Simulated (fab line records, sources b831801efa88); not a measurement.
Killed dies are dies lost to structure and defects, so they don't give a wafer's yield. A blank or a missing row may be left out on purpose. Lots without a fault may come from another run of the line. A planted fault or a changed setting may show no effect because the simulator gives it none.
fab line records | flow sky130
record lots=6 wafers=18 last_day=50
route steps=708 shown VIA2@510 PAD_OPEN@708
lots that met no fault: from a run of the same line without faults
start_h: hours from the record's first day to the start of the lot's first wafer shown | wait_h: hours since the lot's step before | " the same as in the row above | L1.1+2: a row that stands for several wafers | - no value, or no start given | * or withheld: withheld | < > ~ a bound
route shown NAME@n: a module of which the file shows steps, and the number in the route of the first | usual: mean/standard deviation of fault-free wafers | same: alike in all rows | chamber/n: place in a boat | sites: the reading at each site | _std_site: their standard deviation | _edge_site: outer sites' mean less inner sites' | radius_mm: how far each site lies from the wafer's centre | mask NAME#n: copy n | behind: the tool/chamber that last shaped the wafer | hold: why the lot was held/for how many hours/how that ended | device: the transistor (n, p or np) that didn't switch | end of line: the same wafers' tests at the end of the route | a step without rows: its recipe alone | killed: dies lost to structure and defects at the first sort, not the wafer's yield | map: a wafer's dies, x killed, . not, _ none there
set.NAME: the setting as run; set.NAME@STEP: as run at that earlier step | model.NAME: the simulator's own value behind a step, which no gauge read
lots at some steps of the route; a table a step, a row a wafer
services: from which hour (start_h, from the record's first day; less than 0 if before it) a tool's chamber was out of use, for how many hours, and why
## steps
# step SKY_VIA2_BOW_MEAS_03
# recipe mode=bow
# usual VIA2_BOW=86/8.1
# columns lot.wafer tool chamber start_h wait_h VIA2_BOW[um]
L638.2 film_metro-03 - 818.44 0.1 92
L638.3 " - " " 108
L638.5 " - " " 88
L650.1 film_metro-01 - 914.97 0.1 80
L650.2 " - " " 87
L650.6 " - " " 87
L651.2 film_metro-03 - 921.86 0.1 94
L651.3 " - " " 70
L651.5 " - " " 83
L655.2 film_metro-02 - 945.98 0.2 87
L655.4 " - " " 69
L655.6 " - " " 84
L659.1 film_metro-02 - 985.68 0.1 91
L659.3 " - " " 93
L659.6 " - " " 98
L661.1 film_metro-02 - 987.39 0.2 89
L661.2 " - " " 95
L661.4 " - " " 96
# step SKY_VIA2_DEHYDRATE_04
# recipe temp_c=200 time_s=60
# step SKY_VIA2_HMDS_05
# recipe prime_time_s=60 prime_temp_c=120
# step SKY_VIA2_COAT_06
# recipe resist=BARC temp_c=withheld time_s=withheld spin_rpm=3000 resist_thk_nm=60
# step SKY_VIA2_COAT_07
# recipe resist=KrF-thick spin_rpm=3000 resist_thk_nm=450
# step SKY_VIA2_SOFTBAKE_08
# recipe temp_c=100 time_s=90 resist=KrF-thick
# step SKY_VIA2_EXPOSE_09
# recipe mask_id=VIM2 na=0.8 source_shape=annular sigma_inner=0.55 sigma_outer=0.85 target_cd_nm=200 dose_mj=38
# step SKY_VIA2_PEB_10
# recipe peb_temp_c=withheld peb_time_s=withheld resist=KrF-thick
# step SKY_VIA2_DEVELOP_11
# recipe develop_time_s=60 resist=KrF-thick dev_temp_c=21
# step SKY_VIA2_CD_MEAS_12
# recipe target_cd_nm=200
# usual cd_nm=200.2/1.5
# columns lot.wafer tool chamber start_h wait_h cd_nm
L638.2 cd_sem-01 - 844.35 - 199.7
L638.3 " - " " 199.6
L638.5 " - " " 200.4
L650.1 cd_sem-01 - 939.63 - 198.4
L650.2 " - " " 198.2
L650.6 " - " " 198.7
L651.2 cd_sem-01 - 946.07 - 202.9
L651.3 " - " " 201.2
L651.5 " - " " 201.4
L655.2 cd_sem-02 - 969.93 - 204.2
L655.4 " - " " 203.3
L655.6 " - " " 204.2
L659.1 cd_sem-01 - 1008.70 - 199.1
L659.3 " - " " 199.8
L659.6 " - " " 199.9
L661.1 cd_sem-02 - 1010.36 - 202.0
L661.2 " - " " 200.6
L661.4 " - " " 200.9
# step SKY_VIA2_OVL_MEAS_13
# usual VIA2_OVL=-3/4.9
# columns lot.wafer tool chamber start_h wait_h VIA2_OVL[nm]
L638.2 overlay-02 - 844.45 0.1 -3
L638.3 " - " " 4
L638.5 " - " " 3
L650.1 overlay-01 - 939.75 0.1 -7
L650.2 " - " " -6
L650.6 " - " " -6
L651.2 overlay-01 - 946.17 0.1 0
L651.3 " - " " 1
L651.5 " - " " -6
L655.2 overlay-02 - 970.03 0.1 2
L655.4 " - " " 0
L655.6 " - " " 5
L659.1 overlay-02 - 1008.82 0.1 -10
L659.3 " - " " -2
L659.6 " - " " 4
L661.1 overlay-01 - 1010.48 0.1 -10
L661.2 " - " " -7
L661.4 " - " " -5
# step SKY_VIA2_ETCH_14
# recipe chemistry=N2/H2 target=BARC ion_energy_ev=200 source_w=500 bias_w=100 pressure_mtorr=30 n2_flow_sccm=100 h2_flow_sccm=200 stop_on=SiO2 time_s=45.9 target_depth_a=600
# usual bias_w=100.0/0.33 chamber_pressure_mTorr=30.001/0.025 drypump_motor_current_A=5.6/0.42 oes_product_au=0.855/0.0045 throttle_valve_pct=13.225/0.0088
# columns lot.wafer tool chamber start_h wait_h bias_w chamber_pressure_mTorr drypump_motor_current_A oes_product_au rf_hours_counter_h throttle_valve_pct
L638.2 rie_diel-04 3 844.48 0.0 99.8 30.046 5.2 0.852 6 13.228
L638.3 " 1 " " 99.9 29.968 5.1 0.858 16 13.224
L638.5 " 0 " " 100.7 29.994 5.6 0.856 - 13.233
L650.1 rie_diel-02 3 939.78 0.0 100.1 30.036 6.2 0.855 18 13.222
L650.2 " 1 " " 99.7 29.993 6.5 0.854 14 13.259
L650.6 " 2 " " 100.4 29.997 6.0 0.856 - 13.210
L651.2 rie_diel-04 3 946.20 0.0 99.9 29.993 5.2 0.862 10 13.209
L651.3 " 0 " " 100.0 30.031 5.6 0.854 12 13.219
L651.5 " 3 " " 99.5 30.005 5.2 0.850 - 13.228
L655.2 rie_diel-01 0 970.06 0.0 99.3 29.994 5.6 0.854 16 13.228
L655.4 " 1 " " 99.5 30.000 4.9 0.857 21 13.214
L655.6 " 1 " " 100.0 29.994 4.9 0.850 - 13.244
L659.1 rie_diel-04 0 1008.86 0.0 100.3 29.973 5.6 0.844 13 13.230
L659.3 " 3 " " 100.5 29.963 5.2 0.855 11 13.240
L659.6 " 3 " " 100.8 29.963 5.2 0.855 - 13.219
L661.1 rie_diel-02 1 1010.51 0.0 99.7 29.937 6.5 0.848 16 13.237
L661.2 " 0 " " 100.0 29.990 5.7 0.852 9 13.224
L661.4 " 2 " " 100.0 30.005 5.9 0.859 22 13.220
# step SKY_VIA2_ETCH_15
# recipe target=SiO2 chemistry=C4F8/O2/Ar target_depth_nm=546 stop_on=TiN mask_material=KrF-thick source_w=1500 bias_w=1200 pressure_mtorr=40 c4f8_flow_sccm=withheld O2_flow_sccm=6 Ar_flow_sccm=300 time_s=84
# usual bias_w=1200/3.2 chamber_pressure_mTorr=40.00/0.039 oes_product_au=0.940/0.0054
# columns lot.wafer tool chamber start_h wait_h bias_w chamber_pressure_mTorr oes_product_au model.KrF-thick_of_VIA2_COAT_07.thk_nm model.VIA2.cd_nm
L638.2 rie_diel-04 3 844.52 0.0 1202 40.01 0.928 285.9 206.3
L638.3 " 1 " " 1196 39.94 0.940 286.1 200.6
L638.5 " 0 " " 1201 39.96 0.949 279.6 202.6
L650.1 rie_diel-02 3 939.83 0.0 - - - 391.4 198
L650.2 " 1 " " - - - 389.8 198.3
L650.6 " 2 " " - - - 391.5 198.9
L651.2 rie_diel-04 3 946.25 0.0 - - - 394.3 202.7
L651.3 " 0 " " - - - 393.8 202.2
L651.5 " 3 " " - - - 394.6 200.6
L655.2 rie_diel-01 0 970.11 0.0 1202 39.98 0.949 280.6 200.9
L655.4 " 1 " " 1196 39.98 0.941 280 201.7
L655.6 " 1 " " 1199 39.95 0.948 281.4 202.7
L659.1 rie_diel-04 0 1008.90 0.0 1198 40.00 0.940 279.6 199.7
L659.3 " 3 " " 1204 40.04 0.938 288 198.1
L659.6 " 3 " " 1204 39.94 0.931 286 199.3
L661.1 rie_diel-02 1 1010.56 0.0 1202 40.00 0.942 282.2 200.2
L661.2 " 0 " " 1199 39.97 0.943 283.9 198.6
L661.4 " 2 " " 1198 40.06 0.939 282.3 196.7
# step SKY_VIA2_STRIP_16
# recipe chemistry=O2/N2 power_w=1400 pressure_mtorr=1500 platen_temp_c=withheld o2_flow_sccm=3000 n2_flow_sccm=300 overash_fraction=0.5
# usual drypump_motor_current_A=6.0/0.33 oes_product_au=0.399/0.0046 strip_time_to_endpoint_s=4.048/0.03
# columns lot.wafer tool chamber start_h wait_h drypump_motor_current_A oes_product_au rf_hours_counter_h strip_time_to_endpoint_s
L638.2 plasma_asher-04 1 844.59 0.0 5.6 0.403 11 4.097
L638.3 " 1 " " 5.6 0.395 - 4.063
L638.5 " 1 " " 5.6 0.397 - 4.038
L650.1 plasma_asher-01 1 939.89 0.0 6.3 0.451 114 5.182
L650.2 " 0 " " 6.2 0.450 114 5.167
L650.6 " 0 " " 6.2 0.447 - 5.182
L651.2 plasma_asher-04 1 946.31 0.0 5.6 0.447 21 5.222
L651.3 " 0 " " 5.4 0.439 - 5.203
L651.5 " 0 " " 5.4 0.447 - 5.218
L655.2 plasma_asher-04 1 970.17 0.0 5.6 0.395 23 4.027
L655.4 " 1 " " 5.6 0.397 - 4.029
L655.6 " 1 " " 5.6 0.397 - 4.028
L659.1 plasma_asher-01 0 1008.96 0.0 6.1 0.402 121 4.004
L659.3 " 0 " " 6.1 0.397 - 4.089
L659.6 " 0 " " 6.2 0.402 - 4.060
L661.1 plasma_asher-03 1 1010.62 0.0 5.7 0.391 85 4.051
L661.2 " 0 " " 6.0 0.401 85 4.069
L661.4 " 0 " " 6.0 0.396 - 4.049
# step SKY_VIA2_STRIP_17
# recipe chemistry=post_etch_residue_remover time_s=1200 temp_c=72.5
# step SKY_PAD_OPEN_PROBE_99
# usual defect_limited_yield=82.9/2 killed_at_M0_to_M3=42/7.4 killed_at_M4_up=3.3/2.1 killed_at_contacts=24/5.3 killed_at_front_end=15/4.5 killed_at_other=0.3/0.57 killed_dies=84/10 killed_on_rim=17/3.8 killed_open=46/7.5 killed_short=38/6.4 sort_bin_3_pad_short=0.9/0.44 sort_bin_5_function=10.2/1.5 sort_bin_6_memory=6.0/1.1 sort_n_pass=408/10 sort_yield_pct=82.9/2
# same gross_dies=492 killed_at_back_side=0 sort_bin_4_leakage[%]=0 sort_bin_8_speed[%]=0
# columns lot.wafer tool chamber start_h wait_h defect_limited_yield[%] killed_at_M0_to_M3 killed_at_M4_up killed_at_contacts killed_at_front_end killed_at_other killed_dies killed_on_rim killed_open killed_short sort_bin_3_pad_short[%] sort_bin_5_function[%] sort_bin_6_memory[%] sort_n_pass sort_yield_pct[%]
L638.2 prober-02 - 1070.53 0.1 84.6 32 3 26 15 0 76 11 41 34 0.8 9.3 5.3 416 84.6
L638.3 prober-02 - 1070.58 0.2 82.9 39 4 29 11 1 84 19 52 30 0.8 10.0 6.3 408 82.9
L638.5 prober-02 - 1070.68 0.2 83.3 36 3 26 17 0 82 14 46 36 1.0 10.2 5.5 410 83.3
L650.1 prober-02 - 1147.41 0.1 0 464 0 20 8 0 492 96 44 34 1.2 92.1 6.7 0 0
L650.2 prober-02 - 1147.46 0.1 0 468 3 14 6 1 492 96 27 45 1.2 94.1 4.7 0 0
L650.6 prober-02 - 1147.66 0.2 0 446 4 21 21 0 492 96 42 48 1.6 90.4 7.9 0 0
L651.2 prober-02 - 1153.21 0.1 0 451 3 23 15 0 492 96 52 30 0.2 94.7 5.1 0 0
L651.3 prober-02 - 1153.26 0.2 0 445 5 22 20 0 492 96 40 41 1.0 94.1 4.9 0 0
L651.5 prober-02 - 1153.36 0.2 0 454 3 16 19 0 492 96 44 35 0.2 94.5 5.3 0 0
L655.2 prober-02 - 1170.32 0.1 82.7 43 2 22 18 0 85 17 43 40 0.4 9.1 7.7 407 82.7
L655.4 prober-02 - 1170.42 0.2 83.7 48 1 22 9 0 80 16 40 40 0.8 9.1 6.3 412 83.7
L655.6 prober-02 - 1170.52 0.2 79.7 57 3 27 13 0 100 26 55 44 1.0 12.6 6.7 392 79.7
L659.1 prober-02 - 1195.22 0.1 83.1 51 2 18 12 0 83 16 39 44 1.4 8.9 6.5 409 83.1
L659.3 prober-02 - 1195.32 0.2 83.5 39 1 22 18 1 81 15 38 42 1.2 11.0 4.3 411 83.5
L659.6 prober-02 - 1195.47 0.2 80.9 37 5 36 16 0 94 17 57 37 1.2 11.0 6.9 398 80.9
L661.1 prober-02 - 1199.05 0.1 79.5 51 4 31 15 0 101 18 67 34 1.0 10.8 8.7 391 79.5
L661.2 prober-02 - 1199.10 0.1 82.5 49 2 16 19 0 86 13 47 38 1.2 9.3 6.9 406 82.5
L661.4 prober-02 - 1199.20 0.2 83.1 45 3 19 16 0 83 15 47 36 0.6 8.5 7.7 409 83.1
# killed by level:class
L638.2 CONTACT:geometric_particle:open=9 LI_CONTACT:geometric_particle:open=7 VIA1:geometric_particle:open=7 METAL1:geometric_particle:short=6 POLY_GATE:geometric_particle:open=5 CONTACT:geometric_particle:short=5 VIA2:geometric_particle:open=5 POLY_GATE:geometric_particle:short=4
L638.3 VIA1:geometric_particle:open=13 LI_CONTACT:geometric_particle:open=9 CONTACT:geometric_particle:open=9 VIA1:geometric_particle:short=6 LOCAL_INTERCONNECT:geometric_particle:short=5 VIA2:geometric_particle:open=5 POLY_GATE:geometric_particle:short=4 POLY_GATE:geometric_particle:open=3
L638.5 CONTACT:geometric_particle:open=10 VIA1:geometric_particle:open=10 LI_CONTACT:geometric_particle:open=9 POLY_GATE:geometric_particle:short=7 VIA2:geometric_particle:open=7 CONTACT:geometric_particle:short=4 METAL1:geometric_particle:short=4 METAL2:geometric_particle:short=4
L650.1 VIA2:area_etch=414 VIA1:geometric_particle:open=13 VIA2:geometric_particle:open=9 CONTACT:geometric_particle:open=8 METAL1:geometric_particle:short=7 METAL2:geometric_particle:short=6 POLY_GATE:geometric_particle:short=5 LI_CONTACT:geometric_particle:open=4
L650.2 VIA2:area_etch=420 VIA1:geometric_particle:open=11 VIA2:geometric_particle:open=7 METAL1:geometric_particle:short=7 CONTACT:geometric_particle:short=6 VIA2:geometric_particle:short=5 VIA1:geometric_particle:short=4 METAL3:geometric_particle:short=4
L650.6 VIA2:area_etch=402 VIA1:geometric_particle:open=9 LI_CONTACT:geometric_particle:open=7 METAL1:geometric_particle:short=7 FIELD_ISO:geometric_particle:short=6 METAL2:geometric_particle:short=6 VIA1:geometric_particle:short=5 POLY_GATE:geometric_particle:short=5
L651.2 VIA2:area_etch=410 CONTACT:geometric_particle:open=14 VIA1:geometric_particle:open=9 POLY_GATE:geometric_particle:open=7 METAL1:geometric_particle:short=7 METAL2:geometric_particle:short=6 VIA2:geometric_particle:open=5 VIA3:geometric_particle:open=4
L651.3 VIA2:area_etch=411 VIA3:geometric_particle:open=8 LI_CONTACT:geometric_particle:open=7 FIELD_ISO:geometric_particle:short=6 POLY_GATE:geometric_particle:short=5 CONTACT:geometric_particle:open=5 VIA1:geometric_particle:open=5 LOCAL_INTERCONNECT:geometric_particle:short=4
L651.5 VIA2:area_etch=413 VIA1:geometric_particle:open=11 VIA3:geometric_particle:open=9 VIA1:geometric_particle:short=6 POLY_GATE:geometric_particle:short=5 CONTACT:geometric_particle:open=5 FIELD_ISO:geometric_particle:open=4 POLY_GATE:geometric_particle:open=4
L655.2 CONTACT:geometric_particle:open=9 VIA1:geometric_particle:open=9 METAL1:geometric_particle:short=7 CONTACT:geometric_particle:short=6 VIA2:geometric_particle:open=6 VIA3:geometric_particle:open=6 FIELD_ISO:geometric_particle:open=5 FIELD_ISO:geometric_particle:short=4
L655.4 METAL1:geometric_particle:short=9 VIA1:geometric_particle:open=9 METAL2:geometric_particle:short=9 LI_CONTACT:geometric_particle:open=8 CONTACT:geometric_particle:open=6 VIA2:geometric_particle:open=5 VIA3:geometric_particle:open=5 VIA3:geometric_particle:short=4
L655.6 CONTACT:geometric_particle:open=11 VIA1:geometric_particle:open=10 VIA3:geometric_particle:open=10 LI_CONTACT:geometric_particle:open=8 VIA1:geometric_particle:short=6 METAL2:geometric_particle:short=6 VIA2:geometric_particle:open=5 METAL3:geometric_particle:short=5
L659.1 VIA3:geometric_particle:open=9 VIA1:geometric_particle:open=8 VIA1:geometric_particle:short=7 CONTACT:geometric_particle:open=6 FIELD_ISO:geometric_particle:short=5 METAL3:geometric_particle:short=5 LI_CONTACT:geometric_particle:open=5 METAL1:geometric_particle:short=5
L659.3 VIA1:geometric_particle:open=10 CONTACT:geometric_particle:short=8 METAL2:geometric_particle:short=8 FIELD_ISO:geometric_particle:short=7 FIELD_ISO:geometric_particle:open=6 LI_CONTACT:geometric_particle:open=5 VIA2:geometric_particle:open=5 CONTACT:geometric_particle:open=4
L659.6 LI_CONTACT:geometric_particle:open=12 CONTACT:geometric_particle:open=10 FIELD_ISO:geometric_particle:open=8 VIA1:geometric_particle:open=8 VIA3:geometric_particle:open=7 LI_CONTACT:geometric_particle:short=5 LOCAL_INTERCONNECT:geometric_particle:open=4 METAL1:geometric_particle:short=4
L661.1 CONTACT:geometric_particle:open=21 VIA1:geometric_particle:open=13 VIA1:geometric_particle:short=7 VIA2:geometric_particle:open=7 FIELD_ISO:geometric_particle:open=6 LI_CONTACT:geometric_particle:open=5 VIA3:geometric_particle:open=5 METAL1:geometric_particle:open=4
L661.2 VIA1:geometric_particle:open=10 VIA3:geometric_particle:open=10 METAL1:geometric_particle:short=8 FIELD_ISO:geometric_particle:open=6 VIA2:geometric_particle:open=6 VIA3:geometric_particle:short=6 FIELD_ISO:geometric_particle:short=5 LI_CONTACT:geometric_particle:open=5
L661.4 CONTACT:geometric_particle:open=11 VIA3:geometric_particle:open=10 POLY_GATE:geometric_particle:short=7 VIA1:geometric_particle:short=6 VIA2:geometric_particle:open=6 METAL1:geometric_particle:short=5 LI_CONTACT:geometric_particle:open=4 VIA1:geometric_particle:open=4
# map L650.1 (x killed, . not)
__________xxxxxxxxxx_________
________xxxxxxxxxxxxxx_______
______xxxxxxxxxxxxxxxxxx_____
_____xxxxxxxxxxxxxxxxxxxx____
____xxxxxxxxxxxxxxxxxxxxxx___
___xxxxxxxxxxxxxxxxxxxxxxxx__
__xxxxxxxxxxxxxxxxxxxxxxxxxx_
_xxxxxxxxxxxxxxxxxxxxxxxxxxxx
_xxxxxxxxxxxxxxxxxxxxxxxxxxxx
_xxxxxxxxxxxxxxxxxxxxxxxxxxxx
_xxxxxxxxxxxxxxxxxxxxxxxxxxxx
_xxxxxxxxxxxxxxxxxxxxxxxxxxxx
_xxxxxxxxxxxxxxxxxxxxxxxxxxxx
_xxxxxxxxxxxxxxxxxxxxxxxxxxxx
_xxxxxxxxxxxxxxxxxxxxxxxxxxxx
__xxxxxxxxxxxxxxxxxxxxxxxxxx_
___xxxxxxxxxxxxxxxxxxxxxxxx__
____xxxxxxxxxxxxxxxxxxxxxx___
_____xxxxxxxxxxxxxxxxxxxx____
______xxxxxxxxxxxxxxxxxx_____
________xxxxxxxxxxxxxx_______
__________xxxxxxxxxx_________
# map L651.2 (x killed, . not)
__________xxxxxxxxxx_________
________xxxxxxxxxxxxxx_______
______xxxxxxxxxxxxxxxxxx_____
_____xxxxxxxxxxxxxxxxxxxx____
____xxxxxxxxxxxxxxxxxxxxxx___
___xxxxxxxxxxxxxxxxxxxxxxxx__
__xxxxxxxxxxxxxxxxxxxxxxxxxx_
_xxxxxxxxxxxxxxxxxxxxxxxxxxxx
_xxxxxxxxxxxxxxxxxxxxxxxxxxxx
_xxxxxxxxxxxxxxxxxxxxxxxxxxxx
_xxxxxxxxxxxxxxxxxxxxxxxxxxxx
_xxxxxxxxxxxxxxxxxxxxxxxxxxxx
_xxxxxxxxxxxxxxxxxxxxxxxxxxxx
_xxxxxxxxxxxxxxxxxxxxxxxxxxxx
_xxxxxxxxxxxxxxxxxxxxxxxxxxxx
__xxxxxxxxxxxxxxxxxxxxxxxxxx_
___xxxxxxxxxxxxxxxxxxxxxxxx__
____xxxxxxxxxxxxxxxxxxxxxx___
_____xxxxxxxxxxxxxxxxxxxx____
______xxxxxxxxxxxxxxxxxx_____
________xxxxxxxxxxxxxx_______
__________xxxxxxxxxx_________
## services
# columns tool chamber start_h hours kind
rie_diel-02 2 832.73 5.6 repair
rie_diel-02 0 843.86 6.9 repair
rie_diel-02 3 857.60 2.5 repair
rie_diel-01 3 868.54 1.3 repair
rie_diel-04 2 873.18 4.5 repair
rie_diel-04 2 885.43 29.3 repair
rie_diel-04 - 889.46 0.2 repair
rie_diel-01 - 901.37 0.5 repair
rie_diel-01 0 901.42 11.7 repair
rie_diel-01 0 945.56 3.9 repair
rie_diel-02 - 951.05 2.8 pm
plasma_asher-01 - 957.25 1.2 repair
rie_diel-02 1 959.72 6.5 repair
rie_diel-02 3 967.04 4.9 repair
plasma_asher-01 - 968.18 7.1 repair
plasma_asher-04 - 970.99 0.3 repair
rie_diel-04 - 973.22 15.6 pm
plasma_asher-04 - 976.48 12.1 repair
plasma_asher-03 - 986.46 5.3 repair
## key
first_sign step=SKY_VIA2_ETCH_15 reading=tool_record direction=missing
effect step=SKY_VIA2_STRIP_16 reading=strip_time_to_endpoint_s direction=up sigmas=39 usual=* struck=*
effect step=SKY_PAD_OPEN_PROBE_99 reading=sort_bin_5_function direction=up sigmas=56 usual=10.2 struck=93.3
model_effect step=SKY_VIA2_ETCH_15 value=KrF-thick_of_VIA2_COAT_07.thk_nm without=284.2 struck=392.5
more_kills_born_at SKY_VIA2_ETCH_15@rie_diel-02=1236 SKY_VIA2_ETCH_15@rie_diel-04=1234
met_at SKY_VIA2_ETCH_15
struck_wafers L650.1,L650.2,L650.6,L651.2,L651.3,L651.5
later_rows_left_out L650.1,L650.2,L650.6,L651.2,L651.3,L651.5
onset_between 844.52 939.83
fault kind=skipped_step_whole tool=rie_diel-02,rie_diel-04 chamber=- onset_h=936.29 steps=SKY_VIA2_ETCH_15 scope=struck_lots_only
# later_rows_left_out: the simulator's readings of these wafers behind a module that went badly wrong aren't trusted and aren't shown, but for the sort
